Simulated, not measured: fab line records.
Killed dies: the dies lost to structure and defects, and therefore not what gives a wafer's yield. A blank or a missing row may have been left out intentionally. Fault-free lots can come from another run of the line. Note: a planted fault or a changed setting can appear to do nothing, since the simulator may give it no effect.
The tool behind it: which one? ; flow sky130 ; 12 lots, 35 wafers sampled, at 5 steps of a route of 708

## WHAT EACH GAUGE READ, for each wafer
SKY_VIA1_THK_MEAS_01. Usual: for VIA1_HDPCVD_THK the level is 1034 nm and the standard deviation is 8.9.
lot;measured;on;VIA1_HDPCVD_THK (nm);flag
L110;day 32 23:29;filmMetro-03;1024 1021 1012;
L111;day 33 16:25;filmMetro-04;1027 1018 1020;
L115;day 34 23:26;filmMetro-02;1037 1450 1448;OFF
L116;day 35 06:35;filmMetro-03;1029 1447;OFF
L124;day 37 17:25;filmMetro-03;1034 1033 1031;
L123;day 37 17:29;filmMetro-04;1040 1040 1038;
L125;day 37 23:32;filmMetro-04;1021 1028 1038;
L126;day 38 08:43;filmMetro-03;1036 1048 1049;
L127;day 38 19:05;filmMetro-04;1034 1041 1026;
L128;day 38 22:50;filmMetro-02;1040 1037 1035;
L130;day 39 13:57;filmMetro-02;1047 1044 1043;
L131;day 39 21:07;filmMetro-03;1044 1025 1037;

SKY_VIA1_CD_MEAS_12: the cd target is 150 nm. Usual: cdNm 150.4 nm, standard deviation 1.8.
lot;measured;on;cdNm (nm);flag
L110;day 34 02:02;cdSem-02;149.5 151.5 150.4;
L111;day 34 18:47;cdSem-02;148.3 147.6 149.2;
L115;day 36 01:35;cdSem-01;148.5 148.8 148.6;
L116;day 36 09:05;cdSem-01;153.3 150.9;
L124;day 38 19:32;cdSem-02;150.1 150.6 149.9;
L123;day 38 19:48;cdSem-01;149.9 148.8 148.7;
L125;day 39 01:09;cdSem-01;149.2 148.9 149.4;
L126;day 39 10:39;cdSem-02;150.4 151.9 151.4;
L127;day 39 19:53;cdSem-02;151.4 150.6 150.8;
L128;day 40 00:19;cdSem-01;150.3 149.2 149.4;
L130;day 40 14:36;cdSem-01;154.6 153.0 152.8;
L131;day 40 21:40;cdSem-02;150.5 149.7 150.0;

## WHAT TOOL EACH LOT RAN ON (gives the tool, then ch and the chambers of the sampled wafers, and finally the start)
lot;SKY_METAL1_SPUTTER_03;SKY_METAL1_DESCUM_17;SKY_VIA1_HDPCVD_00
L110;pvdSputter-03, day 31 19:02;rieMetal-02 ch 0,1, day 32 22:33;hdpcvd-01 ch 0,1,2, day 32 23:22
L111;pvdSputter-04, day 32 12:29;rieMetal-01 ch 0,1, day 33 15:31;hdpcvd-01 ch 1,2, day 33 16:17
L115;pvdSputter-04, day 33 19:27;rieMetal-01 ch 0,1, day 34 22:32;hdpcvd-02 ch 0,1,2, day 34 23:19
L116;pvdSputter-01, day 34 03:14;rieMetal-03 ch 0,1, day 35 05:41;hdpcvd-02 ch 0,2, day 35 06:29
L124;pvdSputter-03, day 36 13:17;rieMetal-03 ch 1, day 37 15:50;hdpcvd-02 ch 0,1,2, day 37 17:18
L123;pvdSputter-04, day 36 13:59;rieMetal-01 ch 0,1, day 37 16:35;hdpcvd-01 ch 1,2, day 37 17:23
L125;pvdSputter-04, day 36 20:11;rieMetal-01 ch 0,1, day 37 22:14;hdpcvd-02 ch 0,2, day 37 23:26
L126;pvdSputter-03, day 37 06:38;rieMetal-03 ch 1, day 38 07:39;hdpcvd-02 ch 0,1, day 38 08:37
L127;pvdSputter-03, day 37 16:26;rieMetal-02 ch 0,1, day 38 18:10;hdpcvd-02 ch 0,1, day 38 18:58
L128;pvdSputter-03, day 37 20:34;rieMetal-03 ch 0,1, day 38 21:53;hdpcvd-01 ch 0,1, day 38 22:43
L130;pvdSputter-03, day 38 11:59;rieMetal-03 ch 0,1, day 39 13:01;hdpcvd-02 ch 0,1,2, day 39 13:52
L131;pvdSputter-04, day 38 19:01;rieMetal-02 ch 0, day 39 20:00;hdpcvd-02 ch 0,1, day 39 20:59
- SKY_METAL1_SPUTTER_03: material Ti, target thk 5 nm, time 3.3 s.
- SKY_METAL1_DESCUM_17: chemistry O2, time 8 s.
- SKY_VIA1_HDPCVD_00: deposits SiO2, target thk 1030 nm, time 171.7 s.

## AS READ BY THE TOOLS THEMSELVES (means over the sampled wafers that have a number; for cases with no such wafer, the mark the record gives instead)
SKY_METAL1_SPUTTER_03. Usual: throttleValvePct 29.9 %, standard deviation 0.97.
lot;tool;throttleValvePct (%);flag
L110;pvdSputter-03;29.8;
L111;pvdSputter-04;29.4;
L115;pvdSputter-04;30.0;
L116;pvdSputter-01;30.8;
L124;pvdSputter-03;29.5;
L123;pvdSputter-04;30.2;
L125;pvdSputter-04;29.9;
L126;pvdSputter-03;29.9;
L127;pvdSputter-03;29.8;
L128;pvdSputter-03;29.7;
L130;pvdSputter-03;29.7;
L131;pvdSputter-04;30.1;

SKY_METAL1_DESCUM_17. Usual: chamberPressureMTorr 10.001 mTorr, standard deviation 0.0084; drypumpMotorCurrentA 5.68 A, standard deviation 0.25; oesProductAu 1.001 a.u., standard deviation 0.008; rfFwdPowerW 147.5 W, standard deviation 0.94.
lot;tool;chamberPressureMTorr (mTorr);drypumpMotorCurrentA (A);oesProductAu (a.u.);rfFwdPowerW (W);flag
L110;rieMetal-02;10.003;5.40;0.992;147.1;
L111;rieMetal-01;10.007;5.70;0.993;147.1;
L115;rieMetal-01;10.004;5.77;0.996;147.2;
L116;rieMetal-03;10.006;5.81;1.014;148.3;
L124;rieMetal-03;10.010;5.79;1.002;148.3;
L123;rieMetal-01;9.999;5.80;1.003;147.8;
L125;rieMetal-01;10.006;5.67;1.004;146.7;
L126;rieMetal-03;9.995;5.79;1.003;147.3;
L127;rieMetal-02;9.995;5.58;0.994;146.3;
L128;rieMetal-03;9.998;5.79;1.004;148.7;
L130;rieMetal-03;9.990;5.81;1.002;148.3;
L131;rieMetal-02;10.002;5.16;1.008;147.8;

## THE ANSWER, worked out from the rows above alone
Rule: lot off if the mean of its wafers having a number is beyond 3 standard deviations from the usual mean. Also off: a lot with no number at a reading for which 4 or more lots have one. Any other lot the step has rows for is counted as sound. After the gauges, taken in route order, come the tools' own readings; for these a lot's mean is taken, as printed above. At the first step where some lot is off, the reading lying furthest off is the one used; lots without a number count as furthest.
Off: at SKY_VIA1_THK_MEAS_01 (VIA1_HDPCVD_THK), L115, L116.
A tool fits if, at a process step before that reading, it ran every lot that is off, and no sound lot after the first of them. The gauges at SKY_VIA1_THK_MEAS_01 are tried like those tools. No candidate that was tried fits.

## WHAT THE SIMULATOR HAD INSERTED
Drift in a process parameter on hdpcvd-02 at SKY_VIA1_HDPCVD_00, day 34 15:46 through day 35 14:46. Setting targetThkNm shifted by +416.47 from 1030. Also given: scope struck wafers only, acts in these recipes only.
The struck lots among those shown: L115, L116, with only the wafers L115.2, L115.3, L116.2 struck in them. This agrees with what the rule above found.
